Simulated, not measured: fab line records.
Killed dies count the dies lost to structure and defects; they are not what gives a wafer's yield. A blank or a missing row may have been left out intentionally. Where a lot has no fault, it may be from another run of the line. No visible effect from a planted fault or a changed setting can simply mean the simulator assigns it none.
Code-filled problem report in 8D (eight disciplines) form ; flow sky130 ; the parts of the form that need people (team, actions taken, sign-off) are left out

## 1. WHAT IS WRONG
At SKY_NWELL_IMPLANT_24, beam_energy_keV averages 129.60 over 6 wafers from 2 lots, while fault-free wafers read 140.00, standard deviation 0.044. That is -99 or more standard deviations from the usual mean.
First observed at day 9 03:37: wafer L819.1, on implanter-03. The record has a number at this step for 18 wafers belonging to 6 lots. The rule behind "out" and "out of limits": a value lying over 4 standard deviations away from the usual mean. The other wafers with a number count as sound.

## 2. WHAT IT IS, AND WHAT IT ISN'T
question;is;is not
which readings at this step;beam_energy_keV;end_station_pressure_torr
which lots;L819, L820;L810, L811, L822, L827
which wafers of those lots;all that have a number;-
read on which tools;implanter-03;implanter-01, implanter-02
when;from day 9 03:37;"up to then (6 sound wafers); but 6 sound wafers of L822, L827 came after"

## 3. WHAT RULES OUT EACH SUSPECT
Counting: any tool at a process step up to the reading is kept as a suspect provided that every lot that is out went through it and no sound lot did after the first of them.
- implanter-03 at SKY_NWELL_IMPLANT_24: kept. Every lot that is out went through it, starting with L819 (day 9 03:37), and after that it ran no sound lot; the last sound lot it ran before then is L810 (day 7 03:23). Its own beam_energy_keV readings are out on those wafers.
After counting, what remains is implanter-03 at SKY_NWELL_IMPLANT_24.

## 4. THE CAUSE (what the simulator had put in)
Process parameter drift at SKY_NWELL_IMPLANT_24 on implanter-03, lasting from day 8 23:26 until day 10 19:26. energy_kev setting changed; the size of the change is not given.
Only this tool survived the counting.

## 5. THE CHAIN OF EFFECTS, in route order
Each row: a reading whose mean over the struck wafers that have a number lies more than 3 standard deviations from the usual. Only readings for which the record gives a usual standard deviation are gone through. hours: the time from each lot's start at the first step in this table that gives one to its start at this step, as a median over the lots. sigmas: the change in usual standard deviations.
hours;step;reading;usual;on struck wafers;change;sigmas
0;SKY_NWELL_IMPLANT_24;beam_energy_keV;140.00;129.60;-10.40;-99 or more
The process steps in it:
- SKY_NWELL_IMPLANT_24

## 6. HOW IT WOULD HAVE BEEN CAUGHT EARLIER
In this record no reading fell out of limits until day 9 03:37, 4 hours after the fault had begun at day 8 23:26.
